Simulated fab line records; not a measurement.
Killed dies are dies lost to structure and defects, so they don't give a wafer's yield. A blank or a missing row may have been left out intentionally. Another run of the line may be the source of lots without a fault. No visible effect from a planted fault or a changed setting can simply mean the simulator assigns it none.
The tool behind it: which one?	flow sky130	10 lots with 30 wafers sampled at 7 steps, on a route of 708 steps

## WHAT THE GAUGES READ, wafer by wafer
SKY_LDD_HVP_OVL_MEAS_07.
lot	measured	on	LDD_HVP_OVL (nm)
L987	day 22 06:09	overlay-01	-1.4 0.9 -0.3
L990	day 23 08:50	overlay-02	-1.9 -0.6 1.9
L991	day 23 11:38	overlay-01	1.5 4.1 1.6
L995	day 25 00:37	overlay-01	-0.2 -0.7 -0.3
L996	day 25 08:44	overlay-02	-0.6 0.7 0.6
L997	day 25 16:58	overlay-01	2.3 0.7 1.0
L999	day 26 09:52	overlay-01	1.7 0.9 3.5
L105	day 28 10:44	overlay-01	2.1 1.3 2.9
L107	day 29 01:14	overlay-01	-0.2 -0.2 -0.9
L108	day 29 06:54	overlay-02	-1.1 -0.3 -1.3

SKY_SD_P_TW_MEAS_11.
lot	measured	on	SD_P_TW
L987	day 26 02:53	film metro-02	2819 2813 2808
L990	day 27 04:29	film metro-04	2841 2842 2843
L991	day 27 06:50	film metro-02	2814 2827 2808
L995	day 28 20:26	film metro-04	2876 2865 2859
L996	day 29 02:49	film metro-03	2864 2876 2890
L997	day 29 12:14	film metro-03	2830 2836 2824
L999	day 30 01:38	film metro-02	2866 2862 2861
L105	day 32 00:02	film metro-02	2789 2804 2806
L107	day 32 15:22	film metro-02	2796 2803 2816
L108	day 32 20:14	film metro-03	2813 2822 2819

SKY_SD_N_RS_MEAS_17: a four-point-probe measurement.
lot	measured	on	SD_P_RS (ohm/sq)
L987	day 28 13:20	film metro-04	147.9 147.1 147.0
L990	day 29 13:41	film metro-03	147.8 147.7 147.5
L991	day 29 18:01	film metro-04	147.2 146.6 146.7
L995	day 31 05:16	film metro-02	147.6 147.7 147.3
L996	day 31 10:41	film metro-02	143.4 143.4 143.6
L997	day 31 20:31	film metro-03	147.5 147.4 147.7
L999	day 32 09:59	film metro-02	143.4 143.1 143.2
L105	day 34 06:51	film metro-03	147.9 147.8 147.7
L107	day 34 21:32	film metro-04	147.3 147.7 147.2
L108	day 35 02:46	film metro-03	147.0 146.9 146.9

## WHICH TOOL RAN EACH LOT (tool, then ch and the chambers of the sampled wafers, then the start)
lot	SKY_LDD_HVN_STRIP_09	SKY_LDD_LDN_STRIP_12	SKY_SD_P_IMPLANT_09	SKY_SD_P_STRIP_10
L987	plasma asher-03 ch 0,1, day 20 22:39	plasma asher-02 ch 0,1, day 23 13:44	implanter-01 ch 0, day 26 02:40	plasma asher-01 ch 0,1, day 26 02:48
L990	plasma asher-04 ch 0,1, day 22 02:24	plasma asher-03 ch 0,1, day 24 15:04	implanter-01 ch 0, day 27 04:14	plasma asher-01 ch 0,1, day 27 04:23
L991	plasma asher-03 ch 0,1, day 22 05:40	plasma asher-02 ch 0,1, day 24 18:37	implanter-02 ch 0, day 27 06:36	plasma asher-01 ch 0,1, day 27 06:44
L995	plasma asher-04 ch 0,1, day 23 18:09	plasma asher-02 ch 0,1, day 26 07:16	implanter-03 ch 0, day 28 20:13	plasma asher-01 ch 0,1, day 28 20:20
L996	plasma asher-03 ch 0,1, day 24 03:45	plasma asher-03 ch 0,1, day 26 15:07	implanter-01 ch 0, day 29 02:34	plasma asher-04 ch 0,1, day 29 02:43
L997	plasma asher-03 ch 0,1, day 24 11:15	plasma asher-03 ch 0,1, day 26 23:16	implanter-03 ch 0, day 29 12:01	plasma asher-04 ch 0,1, day 29 12:08
L999	plasma asher-04 ch 0,1, day 25 04:33	plasma asher-03 ch 0,1, day 27 15:34	implanter-01 ch 0, day 30 01:25	plasma asher-04 ch 0,1, day 30 01:32
L105	plasma asher-03 ch 0,1, day 27 06:21	plasma asher-03 ch 0,1, day 29 15:25	implanter-03 ch 0, day 31 23:49	plasma asher-03 ch 0,1, day 31 23:56
L107	plasma asher-04 ch 0,1, day 27 21:19	plasma asher-01 ch 0,1, day 30 05:54	implanter-03 ch 0, day 32 15:07	plasma asher-01 ch 0,1, day 32 15:16
L108	plasma asher-04 ch 0,1, day 28 03:14	plasma asher-03 ch 0,1, day 30 11:20	implanter-01 ch 0, day 32 20:01	plasma asher-03 ch 0,1, day 32 20:09
- SKY_LDD_HVN_STRIP_09: strips in O2/N2.
- SKY_LDD_LDN_STRIP_12: strips in O2/N2.
- SKY_SD_P_IMPLANT_09
- SKY_SD_P_STRIP_10: strips in O2/N2.

## WHAT THE TOOLS THEMSELVES READ (means of the sampled wafers that have a number; where no wafer has one, the mark that the record gives instead)
SKY_LDD_HVN_STRIP_09.
lot	tool	drypump motor current A (A)	oes product au (a.u.)	strip time to endpoint s (s)
L987	plasma asher-03	6.0	0.408	4.139
L990	plasma asher-04	5.3	0.411	4.139
L991	plasma asher-03	6.0	0.408	4.129
L995	plasma asher-04	5.3	0.409	4.141
L996	plasma asher-03	5.4	0.401	4.128
L997	plasma asher-03	6.0	0.409	4.142
L999	plasma asher-04	5.1	0.408	4.140
L105	plasma asher-03	5.4	0.405	4.127
L107	plasma asher-04	5.3	0.405	4.135
L108	plasma asher-04	5.1	0.406	4.115

SKY_LDD_LDN_STRIP_12.
lot	tool	drypump motor current A (A)	oes product au (a.u.)	strip time to endpoint s (s)
L987	plasma asher-02	6.1	0.713	14.17
L990	plasma asher-03	6.0	0.718	14.16
L991	plasma asher-02	6.1	0.711	14.20
L995	plasma asher-02	6.2	0.711	14.16
L996	plasma asher-03	6.0	0.712	14.22
L997	plasma asher-03	5.4	0.718	14.25
L999	plasma asher-03	5.4	0.712	14.18
L105	plasma asher-03	5.5	0.716	14.22
L107	plasma asher-01	5.4	0.712	14.22
L108	plasma asher-03	5.4	0.718	14.16

SKY_SD_P_IMPLANT_09.
lot	tool	beam energy keV
L987	implanter-01	20.001
L990	implanter-01	19.994
L991	implanter-02	19.997
L995	implanter-03	20.000
L996	implanter-01	21.209
L997	implanter-03	20.001
L999	implanter-01	21.207
L105	implanter-03	19.993
L107	implanter-03	20.009
L108	implanter-01	20.006

SKY_SD_P_STRIP_10.
lot	tool	drypump motor current A (A)	oes product au (a.u.)	strip time to endpoint s (s)
L987	plasma asher-01	5.4	0.614	17.44
L990	plasma asher-01	5.4	0.618	17.50
L991	plasma asher-01	5.4	0.614	17.49
L995	plasma asher-01	5.1	0.621	17.49
L996	plasma asher-04	5.3	0.611	17.62
L997	plasma asher-04	5.1	0.622	17.46
L999	plasma asher-04	5.3	0.616	17.65
L105	plasma asher-03	5.5	0.620	17.45
L107	plasma asher-01	5.1	0.622	17.52
L108	plasma asher-03	6.0	0.615	17.46

## THE ANSWER, worked out from the rows above alone
Rule: the lots themselves supply what counts as usual. The widest of any qualifying gaps counts: lots, ordered by their means at a reading, are off when they make up no more than a third of the lots, leave a main group of 4 or more, and stand apart from it by 3 or more times the standard deviation of that group's means. If all means in a main group match to the digits the tables above print for the reading, that group is not used. Also off: a lot with no number at a reading for which 4 or more lots have one. Any other lot the step has rows for is counted as sound. First the gauges in route order, then the tools' own readings, where a lot's mean is used as printed above. At the first step where some lot is off, the reading lying furthest off is the one used; lots without a number count as furthest.
Off: at SKY_SD_N_RS_MEAS_17 (SD_P_RS), L996, L999. For the main group the mean is 147.4 ohm/sq and the standard deviation 0.32.
A tool fits if, at a process step before that reading, it ran every lot that is off, and no sound lot after the first of them. Not tried: the gauges at SKY_SD_N_RS_MEAS_17; whatever is off there is also off at SKY_SD_P_IMPLANT_09, on other tools, and gauge error can't account for it. Of those tried, none fits.

## WHAT WAS PUT IN BY THE SIMULATOR
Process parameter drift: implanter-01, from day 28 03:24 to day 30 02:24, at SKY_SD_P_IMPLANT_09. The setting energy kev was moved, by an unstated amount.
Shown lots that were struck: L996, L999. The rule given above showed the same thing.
